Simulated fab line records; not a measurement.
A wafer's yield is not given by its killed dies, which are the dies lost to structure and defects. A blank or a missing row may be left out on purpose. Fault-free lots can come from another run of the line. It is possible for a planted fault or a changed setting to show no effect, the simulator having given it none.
The same fault as seen by 2 desks | flow gf180mcu | each desk has only its own numbers; what lay behind them comes last

== FROM THE METROLOGY DESK ==
What the gauges read, lot by lot, whatever tool the lot ran on: means of the sampled wafers that have a number. If a lot's mean is further than 4 standard deviations from the usual mean, the lot is out of limits and carries the mark OUT (the distance appears in the brackets).
Columns: A = V5_BOW at GF_V5_BOW_MEAS_05, usual 134 um
lot  | first seen here | A
L339 | day 26 10:52    | 134
L341 | day 26 20:10    | 134
L342 | day 27 03:47    | 132
L343 | day 27 06:31    | 147
L345 | day 28 11:16    | 141
L344 | day 28 12:52    | 126
L353 | day 30 15:40    | 125
L354 | day 31 07:25    | 143
L356 | day 31 19:19    | 127
L358 | day 31 20:44    | 132
L359 | day 32 13:39    | 132
L361 | day 32 18:50    | 111
L360 | day 32 19:35    | 140
This desk found nothing out of limits on any of the 13 lots.

== DESK OF THE TOOL OWNER: lpcvd-01 ==
The tool's own readings at GF_STI_CVD_03 (deposits Si3N4 from DCS/NH3, target thk 207.16 nm, time 3551 s): means of the sampled wafers that have a number, for each lot that ran on this tool. If a lot's mean is further than 4 standard deviations from the usual mean, the lot is out of limits and carries the mark OUT (the distance appears in the brackets).
Columns: A = spikeTcTopC at GF_STI_CVD_03, usual 785.3 C; B = susceptorTempC at GF_STI_CVD_03, usual 769.97 C; C = zonePowerLowerPct at GF_STI_CVD_03, usual 13.67 %
lot  | first seen here | A     | B      | C
L339 | day 1 11:34     | 786.6 | 770.25 | 13.50
L341 | day 1 22:23     | 785.2 | 769.90 | 13.44
L342 | day 2 05:14     | 784.0 | 769.89 | 13.73
L345 | day 2 19:03     | 784.2 | 769.93 | 13.61
L353 | day 4 09:45     | 786.1 | 770.18 | 13.52
L354 | day 4 15:54     | 785.5 | 769.70 | 13.53
L356 | day 5 01:49     | 782.7 | 770.10 | 13.68
L358 | day 5 12:25     | 784.4 | 769.86 | 13.68
L360 | day 5 22:07     | 784.6 | 770.08 | 13.72
This desk found nothing out of limits on any of the 9 lots.

== ALL TOGETHER ==
Nothing out of limits was seen by the metrology desk.
The tool owner's desk saw nothing out of limits.

== WHAT THE SIMULATOR PUT IN ==
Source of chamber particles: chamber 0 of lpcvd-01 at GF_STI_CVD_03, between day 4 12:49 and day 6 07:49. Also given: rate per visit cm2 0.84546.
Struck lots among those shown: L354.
